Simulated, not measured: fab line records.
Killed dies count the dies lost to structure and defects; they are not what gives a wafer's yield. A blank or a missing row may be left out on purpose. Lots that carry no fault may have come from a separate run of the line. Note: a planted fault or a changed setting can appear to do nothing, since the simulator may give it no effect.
A lot that was struck, set against a sound lot	flow sky130	17 steps out of a route of 708
Sound: wafers L529.1, L529.3, L529.6. Struck: wafers L538.2, L538.3, L538.6. At the end, the cause is stated.
Each step with rows lists, per side, the tool, then ch with its chambers, then its first start. Under that, the readings that differ: sound wafers	struck wafers	difference of the means	sigmas: that difference in standard deviations of wafers without a fault.
alike: readings with means less than 2 such deviations apart, plus words and numbers identical on both sides. not compared: withheld readings, readings lacking a value on some wafer, bounds such as >300 that could conceal the same value, and numbers that have no deviation in the record and whose values overlap.
Wherever a step has rows on one side only, a row that says differs or no value, or a row with sigmas, the two part there. When numbers do not overlap yet have no deviation, they are printed without sigmas and do not part them. A reading that every wafer of one side lacks parts them only if that side has two wafers or more.

first, 3 steps without rows for these wafers: SKY_LI_CONTACT_EXPOSE_09 (exposes mask LICM1, target cd 170 nm); SKY_LI_CONTACT_PEB_10; SKY_LI_CONTACT_DEVELOP_11 (develop time 60 s).
SKY_LI_CONTACT_CD_MEAS_12: target cd 170 nm.
  struck on cdSem-02, day 34 18:33; sound on cdSem-02, day 32 02:01
  alike: cdNm
SKY_LI_CONTACT_OVL_MEAS_13:
  struck on overlay-02, day 34 18:40; sound on overlay-01, day 32 02:08
  alike: LI_CONTACT_OVL
SKY_LI_CONTACT_ETCH_14: etches BARC in N2/H2, stops on SiO2, time 45.9 s, target depth 60 nm.
  sound on rieDiel-04 ch 1,2, day 32 02:10; struck on rieDiel-02 ch 0,2, day 34 18:41
reading	sound	struck	difference	sigmas
drypumpMotorCurrentA (A)	5.4 5.3 5.3	6.2 6.3 6.2	+0.9	+2
  alike: oesProductAu, throttleValvePct
  not compared: rfHoursCounterH
SKY_LI_CONTACT_ETCH_15: etches PSG in C4F8/O2/Ar, stops on Si, target depth 600 nm.
  sound on rieDiel-04 ch 1,2, day 32 02:13; struck on rieDiel-02 ch 0,2, day 34 18:44
  alike: oesProductAu
SKY_LI_CONTACT_STRIP_16: strips in O2/N2.
  sound on plasmaAsher-04 ch 0, day 32 02:17; struck on plasmaAsher-04 ch 0,1, day 34 18:49
  alike: drypumpMotorCurrentA, oesProductAu, stripTimeToEndpointS
  not compared: rfHoursCounterH
then, 2 steps without rows for these wafers: SKY_LI_CONTACT_CLEAN_17 (cleans in NMP, time 600 s); SKY_LI_CONTACT_PRE_CLEAN_18 (time 5.6 s).
SKY_LI_CONTACT_SPUTTER_19: material Ti, target thk 20 nm, time 106.37 s.
  struck on pvdSputter-02, day 34 19:07; sound on pvdSputter-03, day 32 02:35
  alike: throttleValvePct
SKY_LI_CONTACT_SPUTTER_20: material TiN, target thk 20 nm, time 80 s.
  struck on pvdSputter-02, day 34 19:11; sound on pvdSputter-03, day 32 02:40
  alike: throttleValvePct
SKY_LI_CONTACT_CVD_21: deposits W, target thk 400 nm, time 120.56 s.
  sound on cvdW-01 ch 0, day 32 02:43; struck on cvdW-02 ch 0,1, day 34 19:15
reading	sound	struck	difference	sigmas
model.W_of_LI_CONTACT_CVD_21.thkNm (nm)	416 417.6 413.1	208.9 215.6 217.8	-201.5	
  alike: chamberPressureTorr, heaterPowerW
  not compared: sinceWetCleanH
SKY_LI_CONTACT_RS_MEAS_22: a four-point-probe measurement.
  struck on filmMetro-03, day 34 19:23; sound on filmMetro-02, day 32 02:58
reading	sound	struck	difference	sigmas
LI_CONTACT_W_RS (ohm/sq)	0.274 0.273 0.276	0.548 0.530 0.525	+0.260	+59
SKY_LI_CONTACT_THK_MEAS_23: measures by xrf.
  struck on filmMetro-03, day 34 19:30; sound on filmMetro-02, day 32 03:05
reading	sound	struck	difference	sigmas
LI_CONTACT_W_THK (nm)	406 407 402	207 213 216	-193	-26
SKY_LI_CONTACT_CMP_24: polishes, stops on PSG, t overpolish 20 s, target thk 0 nm.
  sound on cmp-01 ch 0,1,2, day 32 03:15; struck on cmp-01 ch 0,1, day 34 19:33
reading	sound	struck	difference	sigmas
timeToEndpointS (s)	97 100 97	54 56 56	-43	-13
  alike: motorCurrentA
then, 1 step without rows for these wafers: SKY_LOCAL_INTERCONNECT_SPUTTER_00 (material TiN, target thk 100 nm, time 83.3 s).

## WHERE THEY PART
First at SKY_LI_CONTACT_ETCH_14; last, within this record, at SKY_LI_CONTACT_CMP_24.

WHY: whatever the simulator had introduced
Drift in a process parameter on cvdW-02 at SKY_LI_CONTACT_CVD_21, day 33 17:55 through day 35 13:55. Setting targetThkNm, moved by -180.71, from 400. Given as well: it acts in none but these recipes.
